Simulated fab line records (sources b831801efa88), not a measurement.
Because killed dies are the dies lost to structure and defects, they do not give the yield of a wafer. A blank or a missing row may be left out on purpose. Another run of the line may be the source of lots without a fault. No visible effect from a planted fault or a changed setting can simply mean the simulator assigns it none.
One fault seen from 2 desks :: flow sky130 :: each desk holds nothing but its own numbers, with what lay behind them at the end

== THE METROLOGY DESK ==
Means of the sampled wafers that have a number, per lot and without regard to the tool the lot ran on: this is what the gauges read. A lot is out of limits, marked OUT, if its mean lies more than 4 standard deviations from the usual mean; the brackets give that distance.
Columns: A = cd_nm at SKY_SD_P_CD_MEAS_07, usual 380 nm; B = RES_XHIGH_TW at SKY_RES_XHIGH_TW_MEAS_09, usual 1640; C = cd_nm at SKY_LI_CONTACT_CD_MEAS_12, usual 170.0 nm; D = LI_CONTACT_W_RS at SKY_LI_CONTACT_RS_MEAS_22, usual 0.285 ohm/sq; E = LI_CONTACT_W_THK at SKY_LI_CONTACT_THK_MEAS_23, usual 406 nm
lot: L738
first seen here: day 25 21:49
A: 376
B: 1651
C: 169.3
D: 0.286
E: 402

lot: L744
first seen here: day 28 02:01
A: 381
B: 1645
C: 171.6
D: 0.267 (-5.8) OUT
E: 434 (+4.7) OUT

lot: L742
first seen here: day 28 02:19
A: 373
B: 1626
C: 170.6
D: 0.271 (-4.4) OUT
E: 423

lot: L751
first seen here: day 30 07:22
A: 377
B: 1627
C: 168.9
D: 0.287
E: 403

lot: L753
first seen here: day 30 21:40
A: 377
B: 1648
C: 169.0
D: 0.288
E: 397

lot: L754
first seen here: day 31 08:07
A: 378
B: 1650
C: 169.1
D: 0.283
E: 409

lot: L755
first seen here: day 31 10:56
A: 378
B: 1635
C: 172.2
D: 0.287
E: 405

lot: L756
first seen here: day 32 03:36
A: 382
B: 1643
C: 171.2
D: 0.287
E: 404

lot: L757
first seen here: day 32 09:13
A: 384
B: 1631
C: 169.8
D: 0.286
E: 403

lot: L758
first seen here: day 32 14:42
A: 384
B: 1635
C: 169.4
D: 0.282
E: 415

lot: L759
first seen here: day 33 00:49
A: 379
B: 1635
C: 171.8
D: 0.286
E: 412

lot: L760
first seen here: day 33 02:27
A: 377
B: 1633
C: 169.1
D: 0.286
E: 407
This desk reports L742, L744 out of limits; the earliest was L744 at day 31 16:14 (LI_CONTACT_W_RS at SKY_LI_CONTACT_RS_MEAS_22). In limits: L738, L751, L753, L754, L755, L756, L757, L758, L759, L760.

== FOR THE TOOL OWNER'S DESK: cvd_w-02 ==
The tool's own readings at SKY_LI_CONTACT_CVD_21 (deposits W, target thk 400 nm, time 120.56 s): means of the sampled wafers that have a number, for each lot that ran on this tool. A lot is out of limits, marked OUT, if its mean lies more than 4 standard deviations from the usual mean; the brackets give that distance.
Columns: A = heater_power_w at SKY_LI_CONTACT_CVD_21, usual 821 W; B = susceptor_temp_C at SKY_LI_CONTACT_CVD_21, usual 400.03 C
lot: L738
first seen here: day 29 15:34
A: 872
B: 400.14

lot: L744
first seen here: day 31 16:07
A: 890
B: 403.33 (+14) OUT

lot: L742
first seen here: day 31 18:39
A: 877
B: 403.65 (+16) OUT

lot: L754
first seen here: day 34 19:02
A: 868
B: 399.89

lot: L756
first seen here: day 35 14:05
A: 837
B: 399.97

lot: L757
first seen here: day 35 20:18
A: 867
B: 400.14

lot: L758
first seen here: day 36 00:59
A: 844
B: 399.91

lot: L759
first seen here: day 36 10:35
A: 860
B: 400.12

lot: L760
first seen here: day 36 12:50
A: 850
B: 400.27
Finding of this desk: L742, L744 out of limits; the first was L744 at day 31 16:07, on susceptor_temp_C at SKY_LI_CONTACT_CVD_21. In limits: L738, L754, L756, L757, L758, L759, L760.

== ALL TOGETHER ==
An alarm could have come from the tool owner's desk at day 31 16:07, on L742, L744.
An alarm was possible from the metrology desk at day 31 16:14, on L742, L744.
The lots listed all ran SKY_LI_CONTACT_CVD_21 on cvd_w-02.

== WHAT HAD BEEN PUT IN BY THE SIMULATOR ==
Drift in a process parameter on cvd_w-02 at SKY_LI_CONTACT_CVD_21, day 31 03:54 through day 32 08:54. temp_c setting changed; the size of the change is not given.
Lots struck among those shown: L742, L744.
Counting hours from when the fault started, the first reading out of limits came at 12 for the tool owner's desk and at 12 for the metrology desk.
